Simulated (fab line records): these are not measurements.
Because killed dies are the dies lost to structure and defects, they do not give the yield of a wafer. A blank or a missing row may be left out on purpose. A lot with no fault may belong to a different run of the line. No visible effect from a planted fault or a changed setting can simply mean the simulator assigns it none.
fab line records	flow gf180mcu
record lots=5	wafers=15	lastDay=34
route steps=602 shown M5@530 V5@540
lots that met no fault: from a run of the same line without faults
startH: hours from the record's first day to the start of the lot's first wafer shown	waitH: how many hours have passed since the lot's step before this one	" as in the row above	L1.1+2: a single row standing in for several wafers	- either no value or no given start	* or withheld: withheld	< > ~ a bound
route shown NAME@n: a module of which the file shows steps, and the number in the route of the first	usual: mean/standard deviation of fault-free wafers	same: alike in all rows	chamber/n: place in a boat	sites: each site's reading	_std_site: the values' standard deviation	_edge_site: mean of outer sites minus mean of inner sites	radiusMm: how far each site lies from the wafer's centre	mask NAME#n: copy n	behind: the tool/chamber that last shaped the wafer	hold: why the lot went on hold/how many hours it stayed there/how the hold came to an end	device: whichever transistor did not switch (one of n, p or np)	end of line: tests of these same wafers at the route's end	where a step has no rows: the recipe by itself	killed: count of dies lost to structure and defects at first sort (not the wafer's yield)	map: a wafer's dies, x killed, . not, _ none there
set.NAME: the setting as run; set.NAME@STEP: as run at that earlier step	model.NAME: the simulator's own value behind a step, which no gauge read
lots seen at some steps along the route; tables by step, rows by wafer
services: the hour from which a tool's chamber was out of use, counted from the record's first day as startH (under 0 if before that day), plus the number of hours and why
## steps
# step GF_M5_EXPOSE_04
# recipe maskId=Metal5	targetCdNm=280	na=0.68	sourceShape=conventional	sigmaOuter=0.6	doseMj=28
# same na=0.68
lot.wafer	tool	chamber	startH	waitH	mask
L076.1+3+5	krfScanner-01	0	-	-	Metal5#0
L077.2+3+5	krfScanner-02	0	-	-	Metal5#0
L081.3+4+5	krfScanner-02	0	-	-	Metal5#0
L088.1+2+4	krfScanner-02	0	-	-	Metal5#0
L097.3+4+5	krfScanner-01	0	-	-	Metal5#0
# step GF_M5_PEB_05
# recipe pebTempC=135	pebTimeS=90	resist=KrF
# usual plateTempC=134.98/0.15
lot.wafer	tool	chamber	startH	waitH	plateTempC
L076.1	lithoTrack-02	0	-	-	134.92
L076.3	"	0	"	"	135.06
L076.5	"	0	"	"	134.99
L077.2	lithoTrack-02	0	-	-	134.93
L077.3	"	0	"	"	134.71
L077.5	"	0	"	"	134.86
L081.3	lithoTrack-03	0	-	-	134.82
L081.4	"	0	"	"	134.72
L081.5	"	0	"	"	134.94
L088.1	lithoTrack-04	0	-	-	135.14
L088.2	"	0	"	"	135.11
L088.4	"	0	"	"	135.04
L097.3	lithoTrack-03	0	-	-	134.86
L097.4	"	0	"	"	134.86
L097.5	"	0	"	"	134.83
# step GF_M5_DEVELOP_06
# recipe developTimeS=60	devTempC=21
lot.wafer	tool	chamber	startH	waitH
L076.1+3+5	lithoTrack-02	0	625.46	0.2
L077.2+3+5	lithoTrack-02	0	627.03	0.2
L081.3+4+5	lithoTrack-03	0	653.89	0.1
L088.1+2+4	lithoTrack-04	0	714.22	0.2
L097.3+4+5	lithoTrack-03	0	770.61	0.1
# step GF_M5_CD_MEAS_07
# recipe targetCdNm=280
# usual cdNm=279.5/1.3
lot.wafer	tool	chamber	startH	waitH	cdNm
L076.1	cdSem-01	-	625.61	0.1	279.0
L076.3	"	-	"	"	279.5
L076.5	"	-	"	"	280.0
L077.2	cdSem-01	-	627.18	0.1	278.4
L077.3	"	-	"	"	279.3
L077.5	"	-	"	"	279.0
L081.3	cdSem-01	-	667.42	13.5	279.3
L081.4	"	-	"	"	280.4
L081.5	"	-	"	"	279.9
L088.1	cdSem-01	-	714.37	0.1	280.2
L088.2	"	-	"	"	279.4
L088.4	"	-	"	"	280.1
L097.3	cdSem-02	-	770.75	0.1	278.1
L097.4	"	-	"	"	277.4
L097.5	"	-	"	"	278.0
# step GF_M5_OVL_MEAS_08
# usual M5_OVL=-4/4.8
lot.wafer	tool	chamber	startH	waitH	M5_OVL[nm]
L076.1	overlay-02	-	625.73	0.1	0
L076.3	"	-	"	"	-8
L076.5	"	-	"	"	-3
L077.2	overlay-02	-	627.28	0.1	-8
L077.3	"	-	"	"	-4
L077.5	"	-	"	"	-12
L081.3	overlay-02	-	667.51	0.1	-6
L081.4	"	-	"	"	-5
L081.5	"	-	"	"	3
L088.1	overlay-02	-	714.49	0.1	-12
L088.2	"	-	"	"	0
L088.4	"	-	"	"	-1
L097.3	overlay-02	-	770.84	0.1	2
L097.4	"	-	"	"	3
L097.5	"	-	"	"	3
# step GF_M5_ETCH_09
# recipe chemistry=CF4/O2	target=Si3N4	targetDepthNm=52	sourceW=800	biasW=150	pressureMtorr=150	cf4FlowSccm=80	O2_flow_sccm=10	timeS=11.6
# usual drypumpMotorCurrentA=5.9/0.51	oesProductAu=0.996/0.0092	throttleValvePct=5.969/0.009
lot.wafer	tool	chamber	startH	waitH	drypumpMotorCurrentA	oesProductAu	rfHoursCounterH	throttleValvePct
L076.1	rieDiel-01	3	625.76	0.0	5.7	0.994	4	5.973
L076.3	"	2	"	"	5.5	0.989	31	5.963
L076.5	"	1	"	"	6.5	0.984	-	5.971
L077.2	rieDiel-01	2	627.31	0.0	5.5	0.988	31	5.974
L077.3	"	1	"	"	6.5	0.993	22	5.963
L077.5	"	3	"	"	5.7	1.000	-	5.965
L081.3	rieDiel-02	2	667.54	0.0	5.1	0.991	43	5.961
L081.4	"	0	"	"	6.0	1.000	25	5.963
L081.5	"	3	"	"	5.3	0.986	-	5.956
L088.1	rieDiel-02	1	714.52	0.0	6.0	0.988	52	5.955
L088.2	"	3	"	"	5.3	0.993	20	5.970
L088.4	"	2	"	"	5.1	0.975	45	5.973
L097.3	rieDiel-01	3	770.86	0.0	5.7	1.008	9	5.971
L097.4	"	1	"	"	6.5	0.995	27	5.959
L097.5	"	1	"	"	6.6	0.992	-	5.967
# step GF_M5_METAL_ETCH_10
# recipe chemistry=Cl2/BCl3	maskMaterial=KrF	targetDepthNm=627.5	stopOn=SiO2	pressureMtorr=8	icpW=800	biasW=140	Cl2_flow_sccm=80	bcl3FlowSccm=40	timeS=104.6
# usual drypumpMotorCurrentA=5.6/0.39	mfcCl2Sccm=80.05/0.22	oesProductAu=0.967/0.0079	throttleValvePct=28.254/0.011
lot.wafer	tool	chamber	startH	waitH	drypumpMotorCurrentA	mfcCl2Sccm	oesProductAu	rfHoursCounterH	throttleValvePct
L076.1	rieMetal-04	1	625.78	0.0	5.8	79.23	0.972	4.3	28.263
L076.3	"	1	"	"	5.8	79.74	0.971	-	28.251
L076.5	"	0	"	"	4.9	80.01	0.969	-	28.260
L077.2	rieMetal-03	0	627.33	0.0	6.0	79.89	0.967	3.5	28.258
L077.3	"	1	"	"	5.5	80.22	0.950	-	28.257
L077.5	"	0	"	"	6.0	80.08	0.957	-	28.263
L081.3	rieMetal-03	0	667.64	0.1	6.0	80.02	0.962	-	28.254
L081.4	"	0	"	"	6.0	80.02	0.956	-	28.257
L081.5	"	0	"	"	6.0	80.28	0.965	-	28.255
L088.1	rieMetal-01	0	714.55	0.0	5.5	80.14	0.960	7.5	28.250
L088.2	"	1	"	"	6.0	80.11	0.959	6.6	28.268
L088.4	"	0	"	"	5.5	80.10	0.965	-	28.230
L097.3	rieMetal-04	1	770.92	0.0	5.8	79.90	0.975	-	28.242
L097.4	"	0	"	"	4.9	80.01	0.969	-	28.250
L097.5	"	1	"	"	5.8	80.45	0.978	-	28.245
# step GF_M5_STRIP_11
# recipe chemistry=O2/N2	powerW=1400	pressureMtorr=1500	platenTempC=250	o2FlowSccm=3000	n2FlowSccm=300	overashFraction=0.5
# usual drypumpMotorCurrentA=5.9/0.39	heaterPowerW=323/31	oesProductAu=0.543/0.0056	stripTimeToEndpointS=7.53/0.064
# same overashFraction=0.5
lot.wafer	tool	chamber	startH	waitH	drypumpMotorCurrentA	heaterPowerW	oesProductAu	rfHoursCounterH	stripTimeToEndpointS
L076.1	plasmaAsher-04	1	625.90	0.1	5.8	321	0.542	52	7.55
L076.3	"	1	"	"	5.7	320	0.535	-	7.52
L076.5	"	0	"	"	6.0	360	0.538	-	7.44
L077.2	plasmaAsher-04	0	627.45	0.1	6.0	373	0.535	52	7.56
L077.3	"	0	"	"	6.0	369	0.537	-	7.56
L077.5	"	0	"	"	6.0	360	0.547	-	7.55
L081.3	plasmaAsher-04	0	667.82	0.1	6.0	371	0.545	-	7.54
L081.4	"	1	"	"	5.7	318	0.541	-	7.52
L081.5	"	0	"	"	6.0	353	0.541	-	7.56
L088.1	plasmaAsher-04	1	714.66	0.1	5.7	327	0.538	60	7.56
L088.2	"	0	"	"	6.0	358	0.553	60	7.64
L088.4	"	0	"	"	6.0	355	0.542	-	7.54
L097.3	plasmaAsher-04	0	771.03	0.1	6.0	371	0.542	-	7.45
L097.4	"	1	"	"	5.7	316	0.535	-	7.38
L097.5	"	1	"	"	5.7	323	0.540	-	7.54
# step GF_M5_STRIP_12
# recipe chemistry=postEtchResidueRemover	timeS=1200	tempC=72.5
lot.wafer	tool	chamber	startH	waitH
L076.1+3+5	wetBench-03	2	626.00	0.1
L077.2+3+5	wetBench-02	3	627.55	0.1
L081.3+4+5	wetBench-02	0	667.89	0.0
L088.1+2+4	wetBench-01	2	714.76	0.1
L097.3+4+5	wetBench-02	3	771.10	0.0
# step GF_M5_CLEAN_13
# recipe chemistry=DIW	dry=n2Spin
lot.wafer	tool	chamber	startH	waitH
L076.1+3+5	wetBench-01	1	626.34	0.0
L077.2+3+5	wetBench-01	1	627.89	0.0
L081.3+4+5	wetBench-02	1	668.23	0.0
L088.1+2+4	wetBench-02	1	715.50	0.0
L097.3+4+5	wetBench-03	1	771.44	0.0
# step GF_V5_CVD_00
# recipe material=SiO2	targetThkNm=300	sigmaOpenFrac=0.3	tempC=400	timeS=50	sih4FlowSccm=60	pressureMtorr=6
lot.wafer	tool	chamber	startH	waitH
L076.1+3+5	hdpcvd-01	2,0,2	626.45	0.0
L077.2+3+5	hdpcvd-01	1,0,2	628.00	0.0
L081.3+4+5	hdpcvd-02	2,2,0	668.32	0.0
L088.1+2+4	hdpcvd-02	2,1,0	715.62	0.0
L097.3+4+5	hdpcvd-01	1,2,1	771.54	0.0
# step GF_V5_THK_MEAS_01
# recipe reads=SiO2_of_V5_CVD_00
# usual V5_CVD_00_THK=301/3.9
lot.wafer	tool	chamber	startH	waitH	V5_CVD_00_THK[nm]
L076.1	filmMetro-02	-	626.49	0.0	307
L076.3	"	-	"	"	294
L076.5	"	-	"	"	307
L077.2	filmMetro-02	-	628.05	0.0	302
L077.3	"	-	"	"	298
L077.5	"	-	"	"	306
L081.3	filmMetro-04	-	668.38	0.0	305
L081.4	"	-	"	"	305
L081.5	"	-	"	"	301
L088.1	filmMetro-02	-	715.67	0.0	308
L088.2	"	-	"	"	305
L088.4	"	-	"	"	299
L097.3	filmMetro-03	-	771.60	0.0	293
L097.4	"	-	"	"	299
L097.5	"	-	"	"	295
# step GF_V5_CVD_02
# recipe material=SiO2	targetThkNm=1450	precursor=TEOS	tempC=400	timeS=163.28	rfW=600
# usual heaterPowerW=640/97
lot.wafer	tool	chamber	startH	waitH	heaterPowerW
L076.1	pecvd-01	2	626.55	0.1	793
L076.3	"	0	"	"	574
L076.5	"	1	"	"	539
L077.2	pecvd-04	2	628.10	0.0	717
L077.3	"	1	"	"	560
L077.5	"	0	"	"	518
L081.3	pecvd-02	2	668.42	0.0	592
L081.4	"	1	"	"	478
L081.5	"	2	"	"	681
L088.1	pecvd-01	1	715.73	0.1	663
L088.2	"	0	"	"	630
L088.4	"	2	"	"	872
L097.3	pecvd-02	0	771.64	0.0	650
L097.4	"	0	"	"	713
L097.5	"	2	"	"	566
# step GF_V5_THK_MEAS_03
# recipe reads=SiO2_of_V5_CVD_02
# usual V5_CVD_02_THK=1458/20
lot.wafer	tool	chamber	startH	waitH	V5_CVD_02_THK[nm]
L076.1	filmMetro-02	-	626.66	0.1	1448
L076.3	"	-	"	"	1456
L076.5	"	-	"	"	1470
L077.2	filmMetro-04	-	628.22	0.1	1461
L077.3	"	-	"	"	1408
L077.5	"	-	"	"	1468
L081.3	filmMetro-04	-	668.55	0.1	1451
L081.4	"	-	"	"	1474
L081.5	"	-	"	"	1493
L088.1	filmMetro-03	-	715.83	0.1	1459
L088.2	"	-	"	"	1459
L088.4	"	-	"	"	1483
L097.3	filmMetro-02	-	771.77	0.1	1480
L097.4	"	-	"	"	1485
L097.5	"	-	"	"	1477
# step GF_V5_CMP_04
# recipe material=SiO2	downForcePsi=4	platenRpm=60	padVelocityMS=0.94248
# usual headPressurePsi=4.000/0.0086	motorCurrentA=12.3/1.2	platenRpm=60.00/0.041	slurryFlowMlMin=150.0/0.41
lot.wafer	tool	chamber	startH	waitH	headPressurePsi	motorCurrentA	platenRpm	slurryFlowMlMin
L076.3	cmp-01	3	626.77	0.1	4.014	12.4	60.01	149.6
L076.1	"	1	"	"	3.993	10.2	59.89	150.2
L076.5	"	2	"	"	4.004	13.9	60.03	149.6
L077.3	cmp-01	1	628.37	0.1	4.004	10.1	59.93	150.5
L077.2	"	2	"	"	3.995	14.5	60.01	150.1
L077.5	"	0	"	"	4.003	13.5	60.05	150.6
L081.4	cmp-02	0	668.64	0.1	4.001	11.6	59.95	150.1
L081.3	"	2	"	"	3.992	12.5	60.01	150.2
L081.5	"	3	"	"	3.991	14.0	59.97	150.1
L088.4	cmp-01	3	715.89	0.0	3.994	11.7	60.05	150.3
L088.1	"	0	"	"	4.006	14.0	60.00	150.2
L088.2	"	2	"	"	4.000	13.1	60.01	150.3
L097.4	cmp-01	1	771.81	0.0	4.003	10.1	60.02	150.9
L097.3	"	0	"	"	4.001	13.7	59.99	150.7
L097.5	"	1	"	"	3.995	10.3	60.02	150.0
# step GF_V5_BOW_MEAS_05
# recipe mode=bow
# usual V5_BOW=133/9.5
lot.wafer	tool	chamber	startH	waitH	V5_BOW[um]
L076.1	filmMetro-04	-	627.02	0.1	136
L076.3	"	-	"	"	144
L076.5	"	-	"	"	135
L077.2	filmMetro-03	-	628.59	0.1	145
L077.3	"	-	"	"	147
L077.5	"	-	"	"	142
L081.3	filmMetro-03	-	668.93	0.1	128
L081.4	"	-	"	"	126
L081.5	"	-	"	"	124
L088.1	filmMetro-02	-	716.19	0.2	131
L088.2	"	-	"	"	115
L088.4	"	-	"	"	115
L097.3	filmMetro-03	-	772.15	0.1	122
L097.4	"	-	"	"	150
L097.5	"	-	"	"	126
# step GF_V5_DEHYDRATE_06
# recipe tempC=200	timeS=60
# usual plateTempC=200.02/0.16
lot.wafer	tool	chamber	startH	waitH	plateTempC
L076.1	lithoTrack-03	0	636.14	9.1	199.87
L076.3	"	0	"	"	199.75
L076.5	"	0	"	"	199.76
L077.2	lithoTrack-03	0	637.81	9.2	199.73
L077.3	"	0	"	"	200.10
L077.5	"	0	"	"	199.97
L081.3	lithoTrack-03	0	674.16	5.2	200.13
L081.4	"	0	"	"	200.08
L081.5	"	0	"	"	200.32
L088.1	lithoTrack-03	0	724.11	7.9	200.00
L088.2	"	0	"	"	200.01
L088.4	"	0	"	"	199.98
L097.3	lithoTrack-02	0	779.29	7.1	199.91
L097.4	"	0	"	"	200.03
L097.5	"	0	"	"	200.06
# step GF_V5_HMDS_07
# recipe primeTimeS=60	primeTempC=120
# usual primeTempC=120.04/0.14
lot.wafer	tool	chamber	startH	waitH	primeTempC
L076.1	lithoTrack-03	0	636.29	0.1	120.15
L076.3	"	0	"	"	120.07
L076.5	"	0	"	"	120.20
L077.2	lithoTrack-03	0	637.96	0.1	119.81
L077.3	"	0	"	"	120.00
L077.5	"	0	"	"	119.89
L081.3	lithoTrack-03	0	674.31	0.1	120.03
L081.4	"	0	"	"	119.87
L081.5	"	0	"	"	119.83
L088.1	lithoTrack-03	0	724.26	0.1	120.18
L088.2	"	0	"	"	119.97
L088.4	"	0	"	"	119.84
L097.3	lithoTrack-02	0	779.44	0.1	119.87
L097.4	"	0	"	"	120.00
L097.5	"	0	"	"	120.18
# step GF_V5_COAT_08
# recipe resist=BARC	tempC=withheld	timeS=withheld	spinRpm=withheld	resistThkNm=withheld
lot.wafer	tool	chamber	startH	waitH
L076.1+3+5	lithoTrack-03	0	636.44	0.1
L077.2+3+5	lithoTrack-03	0	638.11	0.1
L081.3+4+5	lithoTrack-03	0	674.46	0.1
L088.1+2+4	lithoTrack-03	0	724.41	0.1
L097.3+4+5	lithoTrack-02	0	779.59	0.1
# step GF_V5_COAT_09
# recipe resist=KrF	spinRpm=withheld	resistThkNm=1000
lot.wafer	tool	chamber	startH	waitH
L076.1+3+5	lithoTrack-03	0	-	-
L077.2+3+5	lithoTrack-03	0	-	-
L081.3+4+5	lithoTrack-03	0	-	-
L088.1+2+4	lithoTrack-03	0	-	-
L097.3+4+5	lithoTrack-02	0	-	-
# step GF_V5_SOFTBAKE_10
# recipe tempC=130	timeS=60	resist=KrF
# usual plateTempC=130.01/0.13
lot.wafer	tool	chamber	startH	waitH	plateTempC
L076.1	lithoTrack-03	0	-	-	129.93
L076.3	"	0	"	"	129.96
L076.5	"	0	"	"	130.17
L077.2	lithoTrack-03	0	-	-	129.74
L077.3	"	0	"	"	129.93
L077.5	"	0	"	"	129.85
L081.3	lithoTrack-03	0	-	-	130.17
L081.4	"	0	"	"	130.31
L081.5	"	0	"	"	130.01
L088.1	lithoTrack-03	0	-	-	129.74
L088.2	"	0	"	"	129.96
L088.4	"	0	"	"	129.99
L097.3	lithoTrack-02	0	-	-	129.80
L097.4	"	0	"	"	130.26
L097.5	"	0	"	"	130.01
# step GF_V5_EXPOSE_11
# recipe maskId=Via5	targetCdNm=260	na=0.68	sourceShape=conventional	sigmaOuter=0.6	doseMj=38
# same na=0.68
lot.wafer	tool	chamber	startH	waitH	mask
L076.1+3+5	krfScanner-02	0	-	-	Via5#0
L077.2+3+5	krfScanner-02	0	-	-	Via5#0
L081.3+4+5	krfScanner-02	0	-	-	Via5#0
L088.1+2+4	krfScanner-01	0	-	-	Via5#0
L097.3+4+5	krfScanner-02	0	-	-	Via5#0
# step GF_V5_PEB_12
# recipe pebTempC=135	pebTimeS=90	resist=KrF
# usual plateTempC=135.01/0.13
lot.wafer	tool	chamber	startH	waitH	plateTempC
L076.1	lithoTrack-01	0	-	-	135.14
L076.3	"	0	"	"	135.11
L076.5	"	0	"	"	135.14
L077.2	lithoTrack-02	0	-	-	135.11
L077.3	"	0	"	"	135.08
L077.5	"	0	"	"	135.08
L081.3	lithoTrack-01	0	-	-	134.95
L081.4	"	0	"	"	135.01
L081.5	"	0	"	"	134.98
L088.1	lithoTrack-03	0	-	-	134.85
L088.2	"	0	"	"	134.87
L088.4	"	0	"	"	134.89
L097.3	lithoTrack-02	0	-	-	134.97
L097.4	"	0	"	"	135.07
L097.5	"	0	"	"	134.78
# step GF_V5_DEVELOP_13
# recipe developTimeS=60	resist=KrF	devTempC=21
lot.wafer	tool	chamber	startH	waitH
L076.1+3+5	lithoTrack-01	0	645.34	0.2
L077.2+3+5	lithoTrack-02	0	648.33	0.2
L081.3+4+5	lithoTrack-01	0	683.65	0.1
L088.1+2+4	lithoTrack-03	0	733.21	0.2
L097.3+4+5	lithoTrack-02	0	787.39	0.1
# step GF_V5_CD_MEAS_14
# recipe targetCdNm=260
# usual cdNm=259.9/1.2
lot.wafer	tool	chamber	startH	waitH	cdNm
L076.1	cdSem-01	-	662.10	16.7	260.3
L076.3	"	-	"	"	258.2
L076.5	"	-	"	"	257.7
L077.2	cdSem-01	-	662.84	14.5	260.0
L077.3	"	-	"	"	260.0
L077.5	"	-	"	"	260.8
L081.3	cdSem-01	-	683.79	0.1	259.2
L081.4	"	-	"	"	258.8
L081.5	"	-	"	"	257.7
L088.1	cdSem-02	-	733.36	0.1	258.5
L088.2	"	-	"	"	259.8
L088.4	"	-	"	"	259.3
L097.3	cdSem-01	-	787.53	0.1	261.1
L097.4	"	-	"	"	261.2
L097.5	"	-	"	"	259.3
# step GF_V5_OVL_MEAS_15
# usual V5_OVL=-2/5.8
lot.wafer	tool	chamber	startH	waitH	V5_OVL[nm]
L076.1	overlay-02	-	662.22	0.1	-7
L076.3	"	-	"	"	-14
L076.5	"	-	"	"	-3
L077.2	overlay-02	-	662.95	0.1	-8
L077.3	"	-	"	"	-5
L077.5	"	-	"	"	-8
L081.3	overlay-02	-	683.88	0.1	-2
L081.4	"	-	"	"	4
L081.5	"	-	"	"	3
L088.1	overlay-01	-	733.48	0.1	-6
L088.2	"	-	"	"	6
L088.4	"	-	"	"	-1
L097.3	overlay-02	-	787.62	0.1	-1
L097.4	"	-	"	"	6
L097.5	"	-	"	"	-6
# step GF_V5_ETCH_16
# recipe chemistry=N2/H2	targetDepthA=withheld	overetchA=withheld	timeS=withheld	target=BARC	ionEnergyEv=206.7	sourceW=500	biasW=100	pressureMtorr=30	n2FlowSccm=100	h2FlowSccm=200
# usual drypumpMotorCurrentA=5.8/0.6	oesProductAu=0.855/0.005	throttleValvePct=13.225/0.0094
lot.wafer	tool	chamber	startH	waitH	drypumpMotorCurrentA	oesProductAu	throttleValvePct
L076.1	rieDiel-04	0	662.26	0.0	6.2	0.859	13.216
L076.3	"	3	"	"	6.4	0.846	13.235
L076.5	"	3	"	"	6.4	0.860	13.222
L077.2	rieDiel-04	3	662.98	0.0	6.4	0.852	13.214
L077.3	"	1	"	"	5.4	0.847	13.225
L077.5	"	0	"	"	6.2	0.857	13.230
L081.3	rieDiel-03	3	683.90	0.0	5.0	0.854	13.219
L081.4	"	2	"	"	5.0	0.854	13.210
L081.5	"	0	"	"	5.6	0.846	13.230
L088.1	rieDiel-03	3	733.51	0.0	5.0	0.849	13.214
L088.2	"	1	"	"	5.0	0.852	13.231
L088.4	"	0	"	"	5.7	0.854	13.226
L097.3	rieDiel-03	3	787.64	0.0	5.0	0.861	13.225
L097.4	"	1	"	"	5.0	0.862	13.235
L097.5	"	1	"	"	5.0	0.863	13.206
# step GF_V5_ETCH_17
# recipe chemistry=C4F8/O2/Ar	maskMaterial=KrF	target=SiO2	stopOn=TiN	sourceW=1500	biasW=1200	pressureMtorr=40	c4f8FlowSccm=withheld	O2_flow_sccm=6	Ar_flow_sccm=300	timeS=withheld	targetDepthA=8550
# usual oesProductAu=0.860/0.0051
lot.wafer	tool	chamber	startH	waitH	oesProductAu
L076.1	rieDiel-04	0	-	-	0.862
L076.3	"	3	"	"	0.867
L076.5	"	3	"	"	0.866
L077.2	rieDiel-04	3	-	-	0.862
L077.3	"	1	"	"	0.854
L077.5	"	0	"	"	0.861
L081.3	rieDiel-03	3	-	-	0.860
L081.4	"	2	"	"	0.856
L081.5	"	0	"	"	0.864
L088.1	rieDiel-03	3	-	-	0.858
L088.2	"	1	"	"	0.865
L088.4	"	0	"	"	0.860
L097.3	rieDiel-03	3	-	-	0.863
L097.4	"	1	"	"	0.865
L097.5	"	1	"	"	0.861
# step GF_V5_STRIP_18
# recipe chemistry=O2/N2	powerW=1400	pressureMtorr=1500	platenTempC=250	o2FlowSccm=3000	n2FlowSccm=300	overashFraction=0.5
# usual drypumpMotorCurrentA=5.9/0.34	heaterPowerW=343/20	oesProductAu=0.569/0.0052
# same overashFraction=0.5
lot.wafer	tool	chamber	startH	waitH	drypumpMotorCurrentA	heaterPowerW	oesProductAu	rfHoursCounterH
L076.1	plasmaAsher-02	1	662.41	-	6.0	357	0.561	24
L076.3	"	1	"	"	6.0	362	0.568	-
L076.5	"	1	"	"	6.0	356	0.570	-
L077.2	plasmaAsher-01	0	663.13	-	5.4	357	0.567	101
L077.3	"	0	"	"	5.4	376	0.569	-
L077.5	"	0	"	"	5.4	375	0.567	-
L081.3	plasmaAsher-01	1	684.09	-	6.6	305	0.570	-
L081.4	"	0	"	"	5.4	373	0.567	-
L081.5	"	1	"	"	6.6	316	0.580	-
L088.1	plasmaAsher-01	0	733.67	-	5.5	367	0.564	110
L088.2	"	1	"	"	6.6	312	0.565	110
L088.4	"	1	"	"	6.6	306	0.561	-
L097.3	plasmaAsher-02	1	787.83	-	6.0	347	0.566	-
L097.4	"	0	"	"	5.7	346	0.564	-
L097.5	"	0	"	"	5.7	345	0.570	-
# step GF_V5_STRIP_19
# recipe chemistry=postEtchResidueRemover	timeS=1200	tempC=72.5
lot.wafer	tool	chamber	startH	waitH
L076.1+3+5	wetBench-04	3	662.51	0.1
L077.2+3+5	wetBench-01	0	663.23	0.1
L081.3+4+5	wetBench-03	2	684.16	0.0
L088.1+2+4	wetBench-03	0	733.77	0.1
L097.3+4+5	wetBench-04	1	787.90	0.0
# step GF_V5_CLEAN_20
# recipe chemistry=DIW	dry=n2Spin
lot.wafer	tool	chamber	startH	waitH
L076.1+3+5	wetBench-03	3	662.85	0.0
L077.2+3+5	wetBench-04	3	663.60	0.0
L081.3+4+5	wetBench-01	0	684.53	0.0
L088.1+2+4	wetBench-04	2	734.11	0.0
L097.3+4+5	wetBench-04	2	788.24	0.0
# step GF_V5_SPUTTER_21
# recipe material=Ti	targetThkNm=15	chamberPressurePa=5	powerW=2500	substrateTempC=200	timeS=80.02
# usual substrateTempC=200.03/0.16	throttleValvePct=30.3/0.7
lot.wafer	tool	chamber	startH	waitH	substrateTempC	throttleValvePct
L076.1	pvdSputter-04	-	662.94	0.0	200.00	30.1
L076.3	"	-	"	"	200.03	31.5
L076.5	"	-	"	"	200.01	31.2
L077.2	pvdSputter-01	-	663.79	0.1	199.77	30.3
L077.3	"	-	"	"	200.11	30.6
L077.5	"	-	"	"	200.10	30.6
L081.3	pvdSputter-01	-	684.62	0.0	200.47	30.6
L081.4	"	-	"	"	200.16	31.0
L081.5	"	-	"	"	200.42	30.7
L088.1	pvdSputter-01	-	734.21	0.0	200.10	30.5
L088.2	"	-	"	"	200.04	30.7
L088.4	"	-	"	"	199.85	30.6
L097.3	pvdSputter-01	-	788.33	0.0	200.00	30.4
L097.4	"	-	"	"	199.97	30.8
L097.5	"	-	"	"	200.08	31.0
# step GF_V5_SPUTTER_22
# recipe material=TiN	targetThkNm=10	chamberPressurePa=5	powerW=4000	timeS=40
# usual throttleValvePct=30.4/0.71
lot.wafer	tool	chamber	startH	waitH	throttleValvePct
L076.1	pvdSputter-04	-	663.00	0.0	30.2
L076.3	"	-	"	"	31.5
L076.5	"	-	"	"	31.2
L077.2	pvdSputter-01	-	663.85	0.0	30.2
L077.3	"	-	"	"	30.9
L077.5	"	-	"	"	30.9
L081.3	pvdSputter-01	-	684.68	0.0	30.6
L081.4	"	-	"	"	30.9
L081.5	"	-	"	"	30.8
L088.1	pvdSputter-01	-	734.27	0.0	30.6
L088.2	"	-	"	"	30.7
L088.4	"	-	"	"	30.8
L097.3	pvdSputter-01	-	788.39	0.0	30.5
L097.4	"	-	"	"	30.7
L097.5	"	-	"	"	30.9
## services
tool	chamber	startH	hours	kind
plasmaAsher-04	-	595.70	2.9	repair
plasmaAsher-04	-	609.01	4.2	repair
cmp-01	-	609.30	2.1	repair
rieDiel-01	2	628.59	7.9	repair
cmp-01	-	629.98	3.9	repair
pvdSputter-01	-	631.38	1.8	repair
rieDiel-03	-	631.56	2.8	pm
cmp-01	-	645.26	3.0	repair
rieDiel-01	1	666.71	3.6	repair
krfScanner-01	-	667.50	11.6	pm
plasmaAsher-04	-	673.52	1.5	repair
krfScanner-02	-	699.50	1.3	pm
cmp-01	-	705.30	1.8	repair
krfScanner-02	-	719.28	0.2	repair
rieDiel-04	0	720.17	2.9	repair
krfScanner-02	-	725.28	13.0	repair
krfScanner-02	-	739.05	0.8	pm
cmp-01	-	743.48	2.0	repair
cmp-01	-	745.46	4.0	pm
krfScanner-02	-	758.05	1.0	pm
wetBench-03	-	766.16	4.8	repair
rieDiel-03	3	766.80	4.5	repair
plasmaAsher-04	-	767.98	2.8	pm
pvdSputter-01	-	769.89	2.8	repair
## key
fault none
